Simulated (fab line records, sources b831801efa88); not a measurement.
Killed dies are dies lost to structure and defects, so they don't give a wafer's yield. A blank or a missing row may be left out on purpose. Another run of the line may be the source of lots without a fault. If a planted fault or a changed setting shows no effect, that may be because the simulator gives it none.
Split-lot experiment | flow sfqLine | 4 lots, 9 wafers read, on a route of 325 steps

== THE SPLIT ITSELF ==
At SFQ_TRILAYER_M5_LITHO_COAT_128 (resist thk 62 nm), the setting resistThkNm was moved away from the recipe's 62 nm on 3 of the 9 wafers read, by -2.3% to +4.6%. For the rest of the wafers, this setting stayed at what the recipe calls for.

== FROM THE SPLIT TO THE READING: what the file shows between them, 2 steps ==
- SFQ_TRILAYER_M5_LITHO_PEB_126: peb time 60 s (also split here: pebTimeS)
- SFQ_TRILAYER_M5_LITHO_DEVELOP_125: time 60 s

== THE READING ==
etch.depthNm (the simulator's own value, which no gauge read), in nm, at SFQ_TRILAYER_M5_BARC_OPEN_METAL_ETCH_161 (etches BARC in O2, target depth 125 nm, time 41.7 s). The file gives no usual value for it. Across the 6 wafers here that went through the recipe, the average is 61.98 nm and the standard deviation 0.25 nm.

wafer  | tool, chamber at the split | resistThkNm as run, nm | against the recipe | etch.depthNm, nm | against lot-mates on the recipe
L074.6 | lithoTrack-03, 0           | 60.59                  | -2.3%              | 60.84            | no lot-mate on the recipe
L080.5 | lithoTrack-01, 0           | 63.94                  | +3.1%              | 64.43            | +2.15
L080.6 | lithoTrack-01, 0           | 62                     | recipe             | 62.28            | -
L083.3 | lithoTrack-03, 0           | 62                     | recipe             | 61.64            | -
L083.4 | lithoTrack-03, 0           | 62                     | recipe             | 61.86            | -
L083.6 | lithoTrack-03, 0           | 62                     | recipe             | 61.73            | -
L085.3 | lithoTrack-03, 0           | 62                     | recipe             | 62.09            | -
L085.4 | lithoTrack-03, 0           | 64.86                  | +4.6%              | 65.08            | +2.89
L085.6 | lithoTrack-03, 0           | 62                     | recipe             | 62.28            | -

FIT RESULTS
A straight line over all 9 wafers: etch.depthNm changes by +0.665 nm for each +1% of resistThkNm; r = +0.98; the points scatter about the line by 0.29 nm.
The same after taking each lot's own level away (the mean of its wafers on the recipe; 8 wafers): +0.645 nm for each +1%; r = +1.00; scatter 0.1 nm.
Per that fit: largest resistThkNm move, reading shift of 3 nm.
Measured against the standard deviation above, the lots' own levels, which go from 61.743 to 62.280 nm, span 2.1 times it.
Hence the lot-to-lot level has little effect on the slope; both slopes agree.
Check: for one of the wafers moved furthest among these (+4.6%), held out of the fit, the line's prediction against its lot-mates is +3.17 nm. Against them it came out at +2.89 nm.

== OTHER SPLITS APPLIED TO THESE WAFERS ==
Other splits were also applied to these wafers ahead of the reading. Each is held against what the fit with the lots' levels taken away leaves over:
other split on the same wafers                   | wafers away from the commonest value | r with etch.depthNm (lot level and that fit taken away)
SFQ_TRILAYER_M4_DEP_SPUTTER_091 powerW           | 0                                    | -
SFQ_TRILAYER_M4_LITHO_PEB_096 pebTimeS           | 4                                    | -0.33
SFQ_TRILAYER_I4_VIA_LITHO_COAT_103 spinRpm       | 1                                    | -0.03
SFQ_TRILAYER_I4_VIA_BARC_OPEN_VIA_ETCH_146 timeS | 4                                    | +0.27
SFQ_TRILAYER_JJ_TRILAYER_DEP_SPUTTER_110 timeS   | 1                                    | +0.36
SFQ_TRILAYER_JJ_CE_LITHO_COAT_119 spinRpm        | 3                                    | -0.47
SFQ_TRILAYER_M5_LITHO_PEB_126 pebTimeS           | 3                                    | -0.72

== THE WHOLE CHAIN: every reading that the file lists as answering this split, in the file's order ==
step                                     | what it does                                        | reading                                                                                   | change (the file's fit)               | r (the file's)
SFQ_TRILAYER_M5_LITHO_COAT_128           | resist thk 62 nm                                    | BARC_of_TRILAYER_M5_LITHO_COAT_128.thkNm (the simulator's own value, which no gauge read) | +0.623 nm for each +1% of the setting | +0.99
SFQ_TRILAYER_M5_BARC_OPEN_METAL_ETCH_161 | etches BARC in O2, target depth 125 nm, time 41.7 s | etch.depthNm (the simulator's own value, which no gauge read)                             | +0.642 nm for each +1% of the setting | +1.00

== THE FILE'S OWN FIT ==
etch.depthNm changes by +0.642 nm for each +1% of resistThkNm, r = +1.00.
